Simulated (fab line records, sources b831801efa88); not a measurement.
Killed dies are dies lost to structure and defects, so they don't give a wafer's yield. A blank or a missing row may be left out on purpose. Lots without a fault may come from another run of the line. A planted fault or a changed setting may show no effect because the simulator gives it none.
fab line records | flow sky130
record lots=6 wafers=18 last_day=49
route steps=708 shown METAL5@669 PASSIVATION@681 PAD_OPEN@694
lots that met no fault: from a run of the same line without faults
start_h: hours from the record's first day to the start of the lot's first wafer shown | wait_h: hours since the lot's step before | " the same as in the row above | L1.1+2: a row that stands for several wafers | - no value, or no start given | * or withheld: withheld | < > ~ a bound
route shown NAME@n: a module of which the file shows steps, and the number in the route of the first | usual: mean/standard deviation of fault-free wafers | same: alike in all rows | chamber/n: place in a boat | sites: the reading at each site | _std_site: their standard deviation | _edge_site: outer sites' mean less inner sites' | radius_mm: how far each site lies from the wafer's centre | mask NAME#n: copy n | behind: the tool/chamber that last shaped the wafer | hold: why the lot was held/for how many hours/how that ended | device: the transistor (n, p or np) that didn't switch | end of line: the same wafers' tests at the end of the route | a step without rows: its recipe alone | killed: dies lost to structure and defects at the first sort, not the wafer's yield | map: a wafer's dies, x killed, . not, _ none there
set.NAME: the setting as run; set.NAME@STEP: as run at that earlier step | model.NAME: the simulator's own value behind a step, which no gauge read
lots at some steps of the route; a table a step, a row a wafer
services: from which hour (start_h, from the record's first day; less than 0 if before it) a tool's chamber was out of use, for how many hours, and why
## steps
# step SKY_METAL5_HMDS_08
# recipe prime_time_s=60 prime_temp_c=120
# step SKY_METAL5_COAT_09
# recipe resist=NOVOLAK spin_rpm=3000 resist_thk_nm=1800
# step SKY_METAL5_SOFTBAKE_10
# recipe temp_c=90 time_s=60 resist=NOVOLAK
# step SKY_METAL5_EXPOSE_11
# recipe mask_id=MM5 na=0.6 source_shape=conventional sigma_outer=0.6 polarization=unpolarized target_cd_nm=1600 dose_mj=190
# step SKY_METAL5_PEB_12
# recipe temp_c=withheld time_s=* resist=NOVOLAK
# step SKY_METAL5_DEVELOP_13
# recipe resist=NOVOLAK developer=TMAH develop_time_s=60 dev_temp_c=23
# step SKY_METAL5_DESCUM_14
# recipe chemistry=O2 source_power_w=150 bias_power_w=0 pressure_mtorr=10 temp_c=40 time_s=11
# usual chamber_pressure_mTorr=10.000/0.009 drypump_motor_current_A=5.9/0.4 oes_product_au=1.000/0.0081
# columns lot.wafer tool chamber start_h wait_h chamber_pressure_mTorr drypump_motor_current_A oes_product_au rf_hours_counter_h
L973.1 rie_metal-03 0 1049.17 0.1 9.989 5.6 0.999 14
L973.3 " 0 " " 10.009 5.6 1.001 -
L973.5 " 1 " " 10.009 5.4 1.006 -
L975.1 rie_metal-02 1 1062.61 0.1 10.000 5.6 1.004 22
L975.2 " 0 " " 9.997 6.2 0.998 18
L975.3 " 0 " " 9.985 6.2 0.997 -
L980.1 rie_metal-04 0 1092.37 0.1 9.993 5.8 0.995 13
L980.3 " 1 " " 10.010 6.6 0.988 -
L980.5 " 0 " " 9.985 5.8 0.996 -
L983.1 rie_metal-04 0 1128.17 0.1 9.997 5.8 0.999 16
L983.3 " 0 " " 9.998 5.8 0.986 -
L983.6 " 0 " " 9.990 5.8 0.991 -
L988.2 rie_metal-03 0 1133.97 0.1 10.008 5.6 0.991 20
L988.5 " 1 " " 10.004 5.4 1.020 -
L988.6 " 0 " " 10.002 5.5 1.002 -
L990.2 rie_metal-02 1 1142.11 0.1 9.995 5.5 1.009 2
L990.3 " 1 " " 10.007 5.5 1.022 -
L990.5 " 1 " " 9.993 5.5 1.015 -
# step SKY_METAL5_METAL_ETCH_15
# recipe target_depth_a=12600 stop_on=SiO2 over_etch_frac=0.2 time_s=252 chemistry=Cl2/BCl3 resist_sidewall_deg=86 pressure_mtorr=10 icp_w=900 bias_w=48.5 Cl2_flow_sccm=60 bcl3_flow_sccm=30
# usual chamber_pressure_mTorr=10.001/0.0093 drypump_motor_current_A=5.9/0.4 oes_product_au=0.894/0.0049 throttle_valve_pct=22.265/0.0081
# columns lot.wafer tool chamber start_h wait_h chamber_pressure_mTorr drypump_motor_current_A oes_product_au rf_hours_counter_h throttle_valve_pct
L973.1 rie_metal-03 0 1049.20 0.0 10.010 5.6 0.898 14 22.264
L973.3 " 0 " " 9.994 5.6 0.896 - 22.260
L973.5 " 1 " " 10.016 5.4 0.891 - 22.252
L975.1 rie_metal-02 1 1062.64 0.0 10.004 5.5 0.893 22 22.272
L975.2 " 0 " " 10.008 6.2 0.894 18 22.269
L975.3 " 0 " " 9.990 6.2 0.896 - 22.262
L980.1 rie_metal-04 0 1092.40 0.0 10.007 5.8 0.894 13 22.248
L980.3 " 1 " " 9.992 6.5 0.897 - 22.258
L980.5 " 0 " " 10.002 5.8 0.893 - 22.277
L983.1 rie_metal-04 0 1128.20 0.0 10.014 5.8 0.894 16 22.270
L983.3 " 0 " " 9.994 5.8 0.896 - 22.266
L983.6 " 0 " " 9.993 5.8 0.901 - 22.260
L988.2 rie_metal-03 0 1134.00 0.0 10.018 5.6 0.886 20 22.276
L988.5 " 1 " " 10.002 5.4 0.894 - 22.276
L988.6 " 0 " " 10.010 5.6 0.890 - 22.270
L990.2 rie_metal-02 1 1142.14 0.0 10.011 5.5 0.893 2 22.248
L990.3 " 1 " " 10.004 5.5 0.894 - 22.254
L990.5 " 1 " " 9.986 5.5 0.897 - 22.273
# step SKY_METAL5_STRIP_16
# recipe chemistry=O2/N2 power_w=1400 pressure_mtorr=1500 platen_temp_c=withheld o2_flow_sccm=3000 n2_flow_sccm=300 overash_fraction=0.5
# usual chamber_pressure_mTorr=1500.0/1.5 drypump_motor_current_A=5.8/0.46 oes_product_au=0.711/0.0041 strip_time_to_endpoint_s=13.06/0.1
# columns lot.wafer tool chamber start_h wait_h chamber_pressure_mTorr drypump_motor_current_A oes_product_au rf_hours_counter_h strip_time_to_endpoint_s
L973.1 plasma_asher-04 1 1049.44 0.2 1501.2 5.7 0.710 61 13.07
L973.3 " 0 " " 1500.0 5.9 0.707 - 13.10
L973.5 " 1 " " 1499.5 5.7 0.711 - 13.07
L975.1 plasma_asher-02 0 1062.88 0.2 1500.1 5.1 0.710 26 13.10
L975.2 " 1 " " 1498.7 6.4 0.711 26 13.24
L975.3 " 0 " " 1499.4 5.1 0.705 - 13.24
L980.1 plasma_asher-04 0 1092.64 0.2 1500.4 6.0 0.715 65 13.16
L980.3 " 1 " " 1499.0 5.7 0.711 - 13.00
L980.5 " 1 " " 1497.6 5.7 0.709 - 13.23
L983.1 plasma_asher-02 0 1128.44 0.2 1497.6 5.1 0.721 32 13.04
L983.3 " 1 " " 1499.6 6.4 0.716 - 13.01
L983.6 " 0 " " 1499.5 5.1 0.707 - 13.03
L988.2 plasma_asher-04 0 1134.24 0.2 1503.2 6.0 0.705 69 12.88
L988.5 " 1 " " 1498.9 5.7 0.709 - 12.98
L988.6 " 0 " " 1501.0 5.9 0.707 - 12.97
L990.2 plasma_asher-02 0 1142.38 0.2 1501.0 5.1 0.718 33 12.82
L990.3 " 0 " " 1501.4 5.1 0.711 - 12.83
L990.5 " 1 " " 1497.2 6.4 0.711 - 12.83
# step SKY_METAL5_STRIP_17
# recipe chemistry=post_etch_residue_remover time_s=1200 temp_c=72.5
# step SKY_METAL5_CLEAN_18
# recipe chemistry=IPA time_s=180 temp_c=25
# step SKY_METAL5_CLEAN_19
# recipe chemistry=O3/DIW dry=n2_spin
# step SKY_PASSIVATION_CVD_00
# recipe material=SiO2 target_thk_nm=90 temp_c=400 time_s=withheld rf_w=600
# usual heater_power_w=723/110
# columns lot.wafer tool chamber start_h wait_h heater_power_w model.SiO2_of_PASSIVATION_CVD_00.thk_nm
L973.1 pecvd-02 1 1050.03 0.0 748 91.1
L973.3 " 0 " " 773 92.82
L973.5 " 0 " " 750 92.88
L975.1 pecvd-03 2 1063.51 0.0 776 89.03
L975.2 " 0 " " 696 89.63
L975.3 " 1 " " 563 89.41
L980.1 pecvd-02 1 1093.35 0.0 608 91.68
L980.3 " 0 " " 757 118.8
L980.5 " 1 " " 634 91.75
L983.1 pecvd-02 2 1129.03 0.0 528 89.71
L983.3 " 0 " " 832 116.6
L983.6 " 1 " " 668 90.79
L988.2 pecvd-03 0 1134.87 0.0 690 90.87
L988.5 " 0 " " 691 91.73
L988.6 " 2 " " 697 90.59
L990.2 pecvd-01 2 1143.07 0.0 865 90.36
L990.3 " 1 " " 902 89.38
L990.5 " 2 " " 895 90.58
# step SKY_PASSIVATION_THK_MEAS_01
# recipe reads=SiO2_of_PASSIVATION_CVD_00
# usual PASSIVATION_CVD_00_THK=90.6/1.1
# columns lot.wafer tool chamber start_h wait_h hold PASSIVATION_CVD_00_THK[nm]
L973.1 film_metro-01 - 1050.17 - - 91.1
L973.3 " - " " - 92.8
L973.5 " - " " - 92.9
L975.1 film_metro-03 - 1063.53 - - 89.0
L975.2 " - " " - 89.6
L975.3 " - " " - 89.4
L980.1 film_metro-01 - 1093.38 - await_dispo/0.2h/release 91.7
L980.3 " - " " await_dispo/0.2h/release 118.7
L980.5 " - " " await_dispo/0.2h/release 91.7
L980.1 film_metro-01 - 1093.72 0.3 - 91.7
L980.3 " - " " - 118.8
L980.5 " - " " - 91.7
L983.1 film_metro-04 - 1129.05 - await_dispo/0.2h/release 89.7
L983.3 " - " " await_dispo/0.2h/release 116.6
L983.6 " - " " await_dispo/0.2h/release 90.8
L983.1 film_metro-04 - 1129.28 0.2 - 89.8
L983.3 " - " " - 116.6
L983.6 " - " " - 90.8
L988.2 film_metro-03 - 1134.90 - - 90.9
L988.5 " - " " - 91.7
L988.6 " - " " - 90.6
L990.2 film_metro-03 - 1143.10 - - 90.4
L990.3 " - " " - 89.4
L990.5 " - " " - 90.5
# step SKY_PASSIVATION_THK_MEAS_03
# recipe reads=Si3N4_of_PASSIVATION_CVD_02
# usual PASSIVATION_CVD_02_THK=541/5.5
# columns lot.wafer tool chamber start_h wait_h PASSIVATION_CVD_02_THK[nm]
L973.1 film_metro-01 - 1050.46 - 537
L973.3 " - " " 535
L973.5 " - " " 544
L975.1 film_metro-03 - 1063.82 - 539
L975.2 " - " " 535
L975.3 " - " " 536
L980.1 film_metro-01 - 1095.68 - 534
L980.3 " - " " 537
L980.5 " - " " 546
L988.2 film_metro-03 - 1135.18 - 536
L988.5 " - " " 548
L988.6 " - " " 543
L983.1 film_metro-01 - 1136.08 - 538
L983.3 " - " " 541
L983.6 " - " " 543
L990.2 film_metro-04 - 1143.39 - 537
L990.3 " - " " 536
L990.5 " - " " 542
# step SKY_PASSIVATION_DEHYDRATE_04
# recipe temp_c=200 time_s=60
# step SKY_PASSIVATION_HMDS_05
# recipe prime_time_s=60 prime_temp_c=120
# step SKY_PASSIVATION_COAT_06
# recipe spin_rpm=2000 resist_thk_nm=3000
# step SKY_PASSIVATION_SOFTBAKE_07
# recipe temp_c=110 time_s=withheld
# step SKY_PASSIVATION_EXPOSE_08
# recipe mask_id=NSM target_cd_nm=3000 na=0.57 dose_mj=260
# step SKY_PASSIVATION_PEB_09
# recipe temp_c=115 time_s=withheld
# step SKY_PASSIVATION_DEVELOP_10
# recipe develop_time_s=60 dev_temp_c=23
# step SKY_PASSIVATION_ETCH_11
# recipe chemistry=CF4/O2 target_depth_nm=725 stop_on=AlCu source_w=800 bias_w=150 pressure_mtorr=150 cf4_flow_sccm=80 O2_flow_sccm=10 time_s=161.1
# usual chamber_pressure_mTorr=149.99/0.14 drypump_motor_current_A=5.6/0.4 oes_product_au=0.979/0.0067 throttle_valve_pct=5.965/0.0095
# columns lot.wafer tool chamber start_h wait_h chamber_pressure_mTorr drypump_motor_current_A oes_product_au rf_hours_counter_h throttle_valve_pct model.PASSIVATION.feature_depth_nm model.etch.depth_nm
L973.1 rie_diel-01 2 1071.53 - 149.76 5.7 0.979 17 5.986 702.4 702.4
L973.3 " 3 " " 150.08 6.0 0.975 23 5.968 701.7 701.7
L973.5 " 3 " " 149.78 6.0 0.964 - 5.981 710 710
L975.1 rie_diel-04 3 1085.11 - 150.03 5.9 0.977 28 5.965 703.9 703.9
L975.2 " 1 " " 150.01 5.1 0.972 9 5.980 699.6 699.6
L975.3 " 0 " " 149.85 5.7 0.975 12 5.959 701.3 701.3
L980.1 rie_diel-02 3 1113.86 - 150.04 5.2 0.980 19 5.968 701.1 701.1
L980.3 " 2 " " 150.19 5.5 1.002 5 5.992 726 726
L980.5 " 0 " " 150.08 4.8 0.980 - 5.958 712.4 712.4
L983.1 rie_diel-01 2 1147.73 - 150.03 5.7 0.974 20 5.971 701.9 701.9
L983.3 " 1 " " 149.92 5.7 0.989 19 5.976 724.9 724.9
L983.6 " 0 " " 150.09 5.2 0.978 - 5.967 708.3 708.3
L988.2 rie_diel-01 1 1153.21 - 150.14 5.8 0.974 19 5.949 701.1 701.1
L988.5 " 1 " " 150.28 5.8 0.993 - 5.960 713.5 713.5
L988.6 " 0 " " 150.06 5.2 0.976 - 5.973 707.4 707.4
L990.2 rie_diel-01 0 1161.48 - 149.73 5.3 0.978 23 5.963 702.6 702.6
L990.3 " 1 " " 150.04 5.7 0.969 20 5.963 700.9 700.9
L990.5 " 0 " " 150.07 5.2 0.979 - 5.963 708.1 708.1
# step SKY_PASSIVATION_STRIP_12
# recipe chemistry=O2/N2 power_w=1400 pressure_mtorr=1500 platen_temp_c=withheld overash_fraction=0.7 o2_flow_sccm=3000 n2_flow_sccm=300
# usual chamber_pressure_mTorr=1500.1/1.6 drypump_motor_current_A=5.8/0.46 oes_product_au=0.660/0.0048 strip_time_to_endpoint_s=31.55/0.11
# columns lot.wafer tool chamber start_h wait_h chamber_pressure_mTorr drypump_motor_current_A oes_product_au rf_hours_counter_h strip_time_to_endpoint_s
L973.1 plasma_asher-03 0 1071.64 0.1 1499.3 5.3 0.654 99 31.41
L973.3 " 1 " " 1500.7 6.3 0.668 - 31.50
L973.5 " 0 " " 1499.4 5.2 0.658 - 31.55
L975.1 plasma_asher-04 1 1085.21 0.1 1497.0 5.7 0.660 64 31.43
L975.2 " 0 " " 1498.3 5.9 0.658 64 31.37
L975.3 " 0 " " 1499.0 5.9 0.663 - 31.47
L980.1 plasma_asher-04 0 1113.97 0.1 1500.7 5.9 0.656 67 31.57
L980.3 " 1 " " 1496.5 5.8 0.659 - 31.50
L980.5 " 1 " " 1501.3 5.7 0.665 - 31.61
L983.1 plasma_asher-03 1 1147.84 0.1 1498.3 6.3 0.662 105 31.47
L983.3 " 1 " " 1499.1 6.2 0.662 - 31.53
L983.6 " 1 " " 1501.8 6.3 0.665 - 31.48
L988.2 plasma_asher-04 0 1153.32 0.1 1501.6 5.9 0.666 71 31.41
L988.5 " 1 " " 1500.1 5.7 0.657 - 31.65
L988.6 " 0 " " 1502.9 5.9 0.659 - 31.50
L990.2 plasma_asher-03 0 1161.59 0.1 1500.2 5.2 0.659 106 31.48
L990.3 " 0 " " 1502.4 5.2 0.667 - 31.44
L990.5 " 0 " " 1502.1 5.2 0.658 - 31.58
# step SKY_PAD_OPEN_DEHYDRATE_00
# recipe temp_c=200 time_s=60
# step SKY_PAD_OPEN_HMDS_01
# recipe prime_time_s=60 prime_temp_c=120
# step SKY_PAD_OPEN_COAT_02
# recipe spin_rpm=2000 resist_thk_nm=3000
# step SKY_PAD_OPEN_SOFTBAKE_03
# recipe temp_c=110 time_s=withheld
# step SKY_PAD_OPEN_EXPOSE_04
# recipe mask_id=PDM target_cd_nm=60000 na=0.57 dose_mj=260
# step SKY_PAD_OPEN_PEB_05
# recipe temp_c=115 time_s=withheld
# step SKY_PAD_OPEN_DEVELOP_06
# recipe develop_time_s=60 dev_temp_c=23
# step SKY_PAD_OPEN_ETCH_07
# recipe chemistry=CF4/O2 target_depth_nm=725 stop_on=AlCu source_w=800 bias_w=150 pressure_mtorr=150 cf4_flow_sccm=80 O2_flow_sccm=10 time_s=161.1
# usual chamber_pressure_mTorr=150.01/0.14 drypump_motor_current_A=5.7/0.43 oes_product_au=0.979/0.0066 throttle_valve_pct=5.964/0.0095
# columns lot.wafer tool chamber start_h wait_h chamber_pressure_mTorr drypump_motor_current_A oes_product_au rf_hours_counter_h throttle_valve_pct model.PAD_OPEN.feature_depth_nm model.etch.depth_nm
L973.1 rie_diel-04 3 1092.31 - 150.07 5.9 0.976 28 5.974 702.4 702.4
L973.3 " 2 " " 150.43 6.2 0.973 16 5.966 701.7 701.7
L973.5 " 3 " " 149.92 5.9 0.978 - 5.969 710 710
L975.1 rie_diel-03 1 1104.86 - 149.84 5.0 0.974 11 5.963 703.9 703.9
L975.2 " 3 " " 149.98 5.8 0.970 28 5.961 699.6 699.6
L975.3 " 0 " " 149.88 4.6 0.979 13 5.971 701.3 701.3
L980.1 rie_diel-04 3 1133.21 - 150.16 5.9 0.975 30 5.981 701.1 701.1
L980.3 " 2 " " 150.03 6.3 0.987 17 5.969 722.4 722.4
L980.5 " 1 " " 150.13 5.1 0.986 - 5.979 712.4 712.4
L983.1 rie_diel-04 1 1165.76 - 150.06 5.1 0.983 12 5.958 701.9 701.9
L983.3 " 0 " " 150.02 5.8 0.992 15 5.970 727.8 727.8
L983.6 " 2 " " 149.90 6.2 0.980 - 5.978 708.3 708.3
L988.2 rie_diel-03 3 1171.96 - 149.72 5.8 0.970 31 5.966 701.1 701.1
L988.5 " 2 " " 149.92 6.0 0.983 - 5.982 713.5 713.5
L988.6 " 3 " " 149.89 5.8 0.968 - 5.952 707.4 707.4
L990.2 rie_diel-04 2 1179.06 - 150.27 6.2 0.966 19 5.967 702.6 702.6
L990.3 " 0 " " 149.91 5.7 0.974 15 5.961 700.9 700.9
L990.5 " 2 " " 150.00 6.2 0.979 - 5.962 708.1 708.1
# step SKY_PAD_OPEN_STRIP_08
# recipe chemistry=O2/N2 power_w=1400 pressure_mtorr=1500 platen_temp_c=withheld overash_fraction=0.7 o2_flow_sccm=3000 n2_flow_sccm=300
# usual chamber_pressure_mTorr=1500.0/1.4 drypump_motor_current_A=5.7/0.41 oes_product_au=0.663/0.0042 strip_time_to_endpoint_s=37.07/0.11
# columns lot.wafer tool chamber start_h wait_h chamber_pressure_mTorr drypump_motor_current_A oes_product_au rf_hours_counter_h strip_time_to_endpoint_s
L973.1 plasma_asher-03 1 1092.42 0.1 1501.8 6.3 0.661 101 37.09
L973.3 " 1 " " 1502.1 6.3 0.661 - 37.17
L973.5 " 0 " " 1498.8 5.3 0.661 - 37.03
L975.1 plasma_asher-01 1 1104.97 0.1 1500.7 5.3 0.667 4 37.00
L975.2 " 0 " " 1499.9 6.1 0.660 4 37.11
L975.3 " 0 " " 1501.1 6.1 0.663 - 37.10
L980.1 plasma_asher-01 1 1133.32 0.1 1498.7 5.2 0.669 7 36.95
L980.3 " 1 " " 1499.3 5.2 0.665 - 36.98
L980.5 " 0 " " 1500.7 6.1 0.665 - 36.87
L983.1 plasma_asher-01 1 1165.87 0.1 1499.9 5.2 0.662 10 37.08
L983.3 " 1 " " 1500.7 5.2 0.666 - 37.10
L983.6 " 1 " " 1499.5 5.2 0.658 - 37.03
L988.2 plasma_asher-03 1 1172.07 0.1 1501.2 6.3 0.663 107 37.31
L988.5 " 0 " " 1496.8 5.2 0.663 - 37.20
L988.6 " 1 " " 1500.6 6.3 0.658 - 37.27
L990.2 plasma_asher-04 0 1179.17 0.1 1497.4 5.9 0.672 74 36.95
L990.3 " 0 " " 1498.3 5.9 0.665 - 36.93
L990.5 " 1 " " 1499.8 5.7 0.653 - 36.88
# step SKY_PAD_OPEN_PROBE_99
# usual defect_limited_yield=82.7/2 killed_at_M0_to_M3=42/6.8 killed_at_M4_up=3.2/1.8 killed_at_contacts=25/5.4 killed_at_front_end=15/4.5 killed_at_other=0.3/0.56 killed_dies=85/9.7 killed_open=46/7.1 killed_short=39/6.5 sort_bin_3_pad_short=0.9/0.42 sort_bin_5_function=10.4/1.5 sort_bin_6_memory=6.1/1.1 sort_n_pass=407/9.7 sort_yield_pct=82.7/2
# same gross_dies=492 killed_at_back_side=0 sort_bin_4_leakage[%]=0 sort_bin_8_speed[%]=0
# columns lot.wafer tool chamber start_h wait_h defect_limited_yield[%] killed_at_M0_to_M3 killed_at_M4_up killed_at_contacts killed_at_front_end killed_at_other killed_dies killed_open killed_short sort_bin_3_pad_short[%] sort_bin_5_function[%] sort_bin_6_memory[%] sort_n_pass sort_yield_pct[%]
L973.1 prober-02 - 1094.63 0.1 80.1 53 2 21 22 0 98 53 45 1.2 12.2 6.5 394 80.1
L973.3 prober-02 - 1094.73 0.2 82.5 42 4 33 7 0 86 48 38 1.2 10.2 6.1 406 82.5
L973.5 prober-02 - 1094.83 0.2 80.5 48 3 35 10 0 96 49 47 1.2 11.0 7.3 396 80.5
L975.1 prober-02 - 1107.19 0.1 81.9 36 3 35 15 0 89 59 29 0.8 11.6 5.7 403 81.9
L975.2 prober-02 - 1107.24 0.1 84.1 27 5 29 17 0 78 40 37 1.0 10.0 4.9 414 84.1
L975.3 prober-02 - 1107.29 0.2 83.1 40 5 26 12 0 83 44 39 1.0 10.2 5.7 409 83.1
L980.1 prober-01 - 1135.53 0.1 84.3 44 5 20 8 0 77 48 29 0 10.6 5.1 415 84.3
L980.3 prober-01 - 1135.63 0.2 86.2 34 5 17 12 0 68 39 29 1.0 9.3 3.5 424 86.2
L980.5 prober-01 - 1135.73 0.2 82.7 40 0 33 12 0 85 49 36 1.2 9.8 6.3 407 82.7
L983.1 prober-01 - 1168.16 0.1 80.5 41 3 31 21 0 96 48 47 1.2 11.8 6.5 396 80.5
L983.3 prober-01 - 1168.26 0.2 79.5 52 4 25 20 0 101 56 45 0.6 12.8 7.1 391 79.5
L983.6 prober-01 - 1168.41 0.2 81.1 40 1 25 27 0 93 55 37 1.6 11.4 5.9 399 81.1
L988.2 prober-01 - 1174.33 0.1 81.1 42 3 28 19 1 93 58 35 0.8 11.8 6.3 399 81.1
L988.5 prober-01 - 1174.48 0.2 82.7 41 2 20 22 0 85 50 35 0.2 12.2 4.9 407 82.7
L988.6 prober-01 - 1174.53 0.2 81.5 47 2 27 14 1 91 56 35 1.0 12.0 5.5 401 81.5
L990.2 prober-01 - 1181.47 0.1 85.0 39 1 22 12 0 74 43 31 0.2 10.2 4.7 418 85.0
L990.3 prober-01 - 1181.52 0.2 82.1 43 3 27 15 0 88 47 41 0.8 11.0 6.1 404 82.1
L990.5 prober-01 - 1181.62 0.2 83.3 37 3 20 21 1 82 49 33 0.8 11.4 4.5 410 83.3
# killed by level:class
L973.1 VIA1:geometric_particle:open=10 METAL2:geometric_particle:short=10 CONTACT:geometric_particle:open=8 VIA2:geometric_particle:open=8 VIA1:geometric_particle:short=8 SPACER:geometric_particle:open=6 LI_CONTACT:geometric_particle:open=6 POLY_GATE:geometric_particle:short=5
L973.3 CONTACT:geometric_particle:open=15 METAL2:geometric_particle:short=12 LI_CONTACT:geometric_particle:open=9 VIA1:geometric_particle:open=8 CONTACT:geometric_particle:short=5 VIA2:geometric_particle:open=5 METAL4:geometric_particle:short=4 VIA3:geometric_particle:open=4
L973.5 LI_CONTACT:geometric_particle:open=13 METAL2:geometric_particle:short=11 CONTACT:geometric_particle:open=10 VIA1:geometric_particle:open=7 VIA2:geometric_particle:open=5 VIA3:geometric_particle:open=5 FIELD_ISO:geometric_particle:short=4 LI_CONTACT:geometric_particle:short=4
L975.1 CONTACT:geometric_particle:open=14 LI_CONTACT:geometric_particle:open=12 VIA1:geometric_particle:short=7 VIA1:geometric_particle:open=7 VIA2:geometric_particle:open=6 FIELD_ISO:geometric_particle:open=5 VIA3:geometric_particle:open=4 FIELD_ISO:geometric_particle:short=3
L975.2 CONTACT:geometric_particle:open=10 CONTACT:geometric_particle:short=7 VIA3:geometric_particle:open=7 LI_CONTACT:geometric_particle:open=6 POLY_GATE:geometric_particle:short=5 VIA1:geometric_particle:open=5 FIELD_ISO:geometric_particle:open=4 METAL1:geometric_particle:short=3
L975.3 CONTACT:geometric_particle:short=8 VIA1:geometric_particle:open=8 CONTACT:geometric_particle:open=7 VIA2:geometric_particle:open=7 LI_CONTACT:geometric_particle:open=6 METAL2:geometric_particle:short=5 VIA3:geometric_particle:open=4 LOCAL_INTERCONNECT:geometric_particle:short=4
L980.1 VIA1:geometric_particle:open=13 VIA2:geometric_particle:open=7 LI_CONTACT:geometric_particle:open=6 VIA3:geometric_particle:open=6 FIELD_ISO:geometric_particle:open=5 LOCAL_INTERCONNECT:geometric_particle:short=5 CONTACT:geometric_particle:open=5 VIA1:geometric_particle:short=5
L980.3 VIA1:geometric_particle:open=10 LI_CONTACT:geometric_particle:open=7 CONTACT:geometric_particle:open=6 FIELD_ISO:geometric_particle:short=5 VIA2:geometric_particle:open=5 FIELD_ISO:geometric_particle:open=4 VIA1:geometric_particle:short=4 VIA3:geometric_particle:open=4
L980.5 LI_CONTACT:geometric_particle:open=12 VIA1:geometric_particle:open=12 CONTACT:geometric_particle:open=8 CONTACT:geometric_particle:short=7 VIA2:geometric_particle:open=6 LOCAL_INTERCONNECT:geometric_particle:short=5 VIA1:geometric_particle:short=5 FIELD_ISO:geometric_particle:open=4
L983.1 METAL1:geometric_particle:short=10 VIA2:geometric_particle:open=9 CONTACT:geometric_particle:open=8 LI_CONTACT:geometric_particle:open=8 LI_CONTACT:geometric_particle:short=8 FIELD_ISO:geometric_particle:open=6 FIELD_ISO:geometric_particle:short=5 POLY_GATE:geometric_particle:open=5
L983.3 VIA1:geometric_particle:open=16 CONTACT:geometric_particle:open=8 METAL2:geometric_particle:short=8 VIA3:geometric_particle:open=6 VIA2:geometric_particle:open=6 LI_CONTACT:geometric_particle:short=5 LI_CONTACT:geometric_particle:open=5 METAL1:geometric_particle:short=5
L983.6 CONTACT:geometric_particle:open=10 VIA1:geometric_particle:open=10 VIA2:geometric_particle:open=10 POLY_GATE:geometric_particle:open=8 POLY_GATE:geometric_particle:short=6 METAL2:geometric_particle:short=6 FIELD_ISO:geometric_particle:open=5 LI_CONTACT:geometric_particle:open=5
L988.2 FIELD_ISO:geometric_particle:open=14 LI_CONTACT:geometric_particle:open=12 VIA1:geometric_particle:open=10 METAL2:geometric_particle:short=8 CONTACT:geometric_particle:open=8 VIA3:geometric_particle:open=4 CONTACT:geometric_particle:short=4 METAL1:geometric_particle:short=4
L988.5 VIA1:geometric_particle:open=9 CONTACT:geometric_particle:open=8 VIA2:geometric_particle:open=8 METAL1:geometric_particle:short=7 LI_CONTACT:geometric_particle:open=6 FIELD_ISO:geometric_particle:open=5 METAL2:geometric_particle:short=5 POLY_GATE:geometric_particle:open=4
L988.6 CONTACT:geometric_particle:open=11 LI_CONTACT:geometric_particle:open=10 VIA2:geometric_particle:open=8 METAL1:geometric_particle:short=8 VIA1:geometric_particle:open=7 FIELD_ISO:geometric_particle:open=6 METAL2:geometric_particle:short=4 VIA2:geometric_particle:short=4
L990.2 CONTACT:geometric_particle:open=8 METAL1:geometric_particle:short=8 VIA1:geometric_particle:open=8 VIA2:geometric_particle:open=6 FIELD_ISO:geometric_particle:open=5 VIA3:geometric_particle:open=5 LI_CONTACT:geometric_particle:open=4 LOCAL_INTERCONNECT:geometric_particle:short=4
L990.3 CONTACT:geometric_particle:open=11 VIA1:geometric_particle:open=10 LI_CONTACT:geometric_particle:open=7 VIA1:geometric_particle:short=6 VIA2:geometric_particle:open=6 LOCAL_INTERCONNECT:geometric_particle:short=5 VIA3:geometric_particle:open=5 POLY_GATE:geometric_particle:short=4
L990.5 FIELD_ISO:geometric_particle:open=8 LI_CONTACT:geometric_particle:open=7 VIA1:geometric_particle:open=7 VIA3:geometric_particle:open=7 METAL1:geometric_particle:short=6 CONTACT:geometric_particle:open=6 VIA2:geometric_particle:open=6 POLY_GATE:geometric_particle:short=5
## services
# columns tool chamber start_h hours kind
rie_diel-01 0 1053.17 3.2 repair
plasma_asher-01 - 1055.25 9.0 pm
rie_diel-03 - 1055.76 4.3 pm
rie_metal-03 - 1057.03 2.8 pm
rie_diel-04 2 1058.62 10.3 repair
rie_diel-01 2 1062.97 3.5 repair
rie_diel-01 0 1068.06 8.0 repair
rie_diel-04 1 1078.67 5.6 repair
rie_diel-01 1 1085.73 6.5 repair
rie_diel-02 3 1090.30 11.7 repair
pecvd-03 2 1090.70 19.8 repair
rie_diel-01 1 1096.48 4.0 repair
rie_diel-02 - 1101.01 2.8 repair
plasma_asher-02 - 1105.18 4.0 repair
rie_metal-02 - 1118.64 2.6 repair
plasma_asher-03 - 1125.95 10.0 pm
plasma_asher-02 - 1126.70 1.7 repair
rie_diel-02 2 1128.01 2.8 repair
pecvd-02 - 1130.33 26.2 repair
plasma_asher-02 - 1136.43 5.6 repair
rie_metal-04 - 1137.05 1.4 pm
plasma_asher-01 - 1147.78 1.1 repair
plasma_asher-03 - 1153.10 1.7 repair
rie_diel-01 3 1164.61 7.5 repair
## key
first_sign step=SKY_PASSIVATION_THK_MEAS_01 reading=visit direction=added
effect step=SKY_PASSIVATION_THK_MEAS_01 reading=PASSIVATION_CVD_00_THK direction=up sigmas=26 usual=90.6 struck=117.7
model_effect step=SKY_PASSIVATION_CVD_00 value=SiO2_of_PASSIVATION_CVD_00.thk_nm without=91.04 struck=117.7
model_effect step=SKY_PASSIVATION_ETCH_11 value=PASSIVATION.feature_depth_nm without=705.2 struck=725.5
model_effect step=SKY_PAD_OPEN_ETCH_07 value=PAD_OPEN.feature_depth_nm without=705.2 struck=725.1
met_at SKY_PASSIVATION_CVD_00
struck_wafers L980.3,L983.3
onset_between 1050.03 1093.35
fault kind=process_parameter_drift tool=pecvd-02 chamber=0 onset_h=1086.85 steps=SKY_PASSIVATION_CVD_00 channel=target_thk_nm offset=26.69 shape=step end_h=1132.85 acts_in=these_recipes_only stated=90
